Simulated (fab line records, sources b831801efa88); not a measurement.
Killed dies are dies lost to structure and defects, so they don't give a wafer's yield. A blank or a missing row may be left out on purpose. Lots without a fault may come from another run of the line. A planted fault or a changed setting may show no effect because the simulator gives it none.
Which tool did it? | flow gf180mcu | 14 lots, 42 wafers sampled, at 2 steps of a route of 602

WHAT THE GAUGES READ, wafer by wafer
GF_V2_THK_MEAS_25: measures by xrf. Usual: V2_W_THK 356 nm, standard deviation 7.2.
lot  | measured     | on            | V2_W_THK (nm) | flag
L662 | day 20 06:59 | film_metro-04 | 364 366 361   |
L664 | day 20 22:01 | film_metro-03 | 350 351 349   |
L666 | day 21 15:35 | film_metro-01 | 352 353 353   |
L667 | day 21 23:40 | film_metro-03 | 349 350 350   |
L668 | day 22 10:33 | film_metro-03 | 358 353 349   |
L670 | day 23 01:17 | film_metro-03 | 354 349 359   |
L671 | day 23 13:47 | film_metro-04 | 358 364 365   |
L672 | day 24 08:34 | film_metro-04 | 363 361 360   |
L674 | day 24 22:21 | film_metro-01 | 349 354 354   |
L675 | day 25 04:23 | film_metro-04 | 359 366 371   |
L681 | day 26 18:58 | film_metro-04 | 355 367 351   |
L682 | day 27 02:43 | film_metro-04 | 356 371 356   |
L684 | day 27 19:19 | film_metro-03 | 352 349 346   |
L685 | day 28 05:34 | film_metro-01 | 349 356 351   |

WHICH TOOL RAN EACH LOT (tool, then ch and the chambers of the sampled wafers, then the start)
lot  | GF_NSD_DEVELOP_06
L662 | litho_track-03 ch 0, day 13 07:39
L664 | litho_track-03 ch 0, day 13 21:03
L666 | litho_track-01 ch 0, day 14 13:28
L667 | litho_track-01 ch 0, day 14 19:56
L668 | litho_track-03 ch 0, day 15 05:46
L670 | litho_track-01 ch 0, day 15 19:34
L671 | litho_track-03 ch 0, day 16 08:31
L672 | litho_track-04 ch 0, day 17 02:20
L674 | litho_track-03 ch 0, day 17 16:43
L675 | litho_track-04 ch 0, day 17 22:43
L681 | litho_track-01, day 19 21:51
L682 | litho_track-01, day 20 03:38
L684 | litho_track-03 ch 0, day 20 23:32
L685 | litho_track-03 ch 0, day 21 10:35
- GF_NSD_DEVELOP_06: develop time 60 s.

WHAT THE TOOLS THEMSELVES READ (means of the sampled wafers that have a number; where no wafer has one, the mark that the record gives instead)
GF_NSD_DEVELOP_06. Usual: chill_plate_temp_C 22.99 C, standard deviation 0.1.
lot  | tool           | chill_plate_temp_C (C) | flag
L662 | litho_track-03 | 23.08                  |
L664 | litho_track-03 | 23.09                  |
L666 | litho_track-01 | 23.02                  |
L667 | litho_track-01 | 22.94                  |
L668 | litho_track-03 | 22.98                  |
L670 | litho_track-01 | 22.94                  |
L671 | litho_track-03 | 22.97                  |
L672 | litho_track-04 | 23.12                  |
L674 | litho_track-03 | 23.02                  |
L675 | litho_track-04 | 22.96                  |
L681 | litho_track-01 | -                      | OFF
L682 | litho_track-01 | -                      | OFF
L684 | litho_track-03 | 22.99                  |
L685 | litho_track-03 | 23.14                  |

THE ANSWER, worked out from the rows above alone
Rule: a lot is off if the mean of its wafers that have a number lies more than 3 standard deviations from the usual mean. A lot without any number at a reading at which 4 lots or more have one is off too. The other lots that the step has rows for count as sound. The gauges are gone through in route order, then the tools' own readings, and for those a lot's mean is taken as printed above. The first step at which some lot is off is used, and at that step the reading that is off furthest; a lot without a number counts as furthest.
Off: L681, L682, at GF_NSD_DEVELOP_06 (chill_plate_temp_C). Without a number there: L681, L682.
A tool fits if, at that step or a process step before it, it ran every lot that is off, and no sound lot after the first of them. One fits: litho_track-01 at GF_NSD_DEVELOP_06. Its last sound lot is L670 (day 15 19:34), its first lot that is off L681 (day 19 21:51): a fault that began between those two fits.
Blank at GF_NSD_DEVELOP_06 on the lots that are off, where sound lots have numbers: chill_plate_temp_C.

WHAT THE SIMULATOR HAD PUT IN
Skipped step whole: litho_track-01, from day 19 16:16 on, at GF_NSD_DEVELOP_06. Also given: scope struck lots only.
Lots struck among those shown: L681, L682. The rule above found the same.
